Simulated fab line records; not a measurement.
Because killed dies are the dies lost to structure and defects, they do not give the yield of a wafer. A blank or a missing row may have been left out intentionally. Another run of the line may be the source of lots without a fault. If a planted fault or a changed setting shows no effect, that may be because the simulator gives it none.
Problem report in the 8D (eight disciplines) form, filled by code	flow gf180mcu	the parts of the form that need people (team, actions taken, sign-off) are left out

1. WHAT IS WRONG
headPressurePsi at GF_CONTACT_CMP_27 reads a mean of 3.639 psi on 6 wafers of 2 lots; wafers without a fault read 3.499 psi with a standard deviation of 0.0068. Measured from the usual mean, that is +21 standard deviations.
The step: polishes, stops on SiO2, t overpolish 15 s, target thk 0 nm.
The first sign was on wafer L742.4 at day 21 07:13, on cmp-02. At this step, 42 wafers from 14 lots have a number in the record. The rule behind "out" and "out of limits": a value lying over 4 standard deviations away from the usual mean. The other wafers with a number count as sound.

2. WHAT IT IS, AND WHAT IT ISN'T
question	is	is not
which readings at this step	headPressurePsi	motorCurrentA, slurryFilterDpKPa, timeToEndpointS
which lots	L742, L745	L729, L731, L732, L733, L737, L738, L740, L741, L743, L744, L748, L751
which wafers of those lots	all that have a number	-
read on which tools	cmp-02	cmp-01
when	from day 21 07:13	up to then (24 sound wafers); but 12 sound wafers of L743, L744, L748, L751 came after

3. THE SUSPECTS, EACH WITH WHAT RULES IT OUT
Counting: a tool at a process step up to the reading stays a suspect if it ran every lot that is out and no sound lot after the first of them.
- cmp-02 at GF_CONTACT_CMP_27 (polishes, stops on SiO2, t overpolish 15 s, target thk 0 nm): kept. It processed each lot that is out, first L742 at day 21 07:13, and no sound lot thereafter; up to then, the last sound lot it processed was L741 at day 20 22:58. Its own readings are out on those wafers: headPressurePsi.
Left after counting: cmp-02 at GF_CONTACT_CMP_27.

4. THE CAUSE (what the simulator had put in)
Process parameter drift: cmp-02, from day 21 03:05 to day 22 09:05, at GF_CONTACT_CMP_27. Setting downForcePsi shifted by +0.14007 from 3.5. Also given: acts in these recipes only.
This tool alone remained once counting was done.

5. THE CHAIN OF EFFECTS, in route order
Each row: a reading where the mean over the struck wafers with a number is more than 3 standard deviations away from the usual. Scope: only readings with a usual standard deviation given in the record; hours: median across lots of the time from each lot's start at the first step in this table that gives one to its start at this step; sigmas: change in usual standard deviations.
hours	step	reading	usual	on struck wafers	change	sigmas
0	GF_CONTACT_CMP_27	headPressurePsi	3.499 psi	3.639	+0.140	+21
It contains these process steps:
- GF_CONTACT_CMP_27: polishes, stops on SiO2, t overpolish 15 s, target thk 0 nm.
At these later measuring or inspecting steps, every struck wafer for which the step has a row has a number for every such reading, and none has moved that far: GF_M1_THK_MEAS_06.

6. WHAT WOULD HAVE CAUGHT IT SOONER
In this record the first reading out of limits was taken at day 21 07:13, 4 hours after the fault began at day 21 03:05.
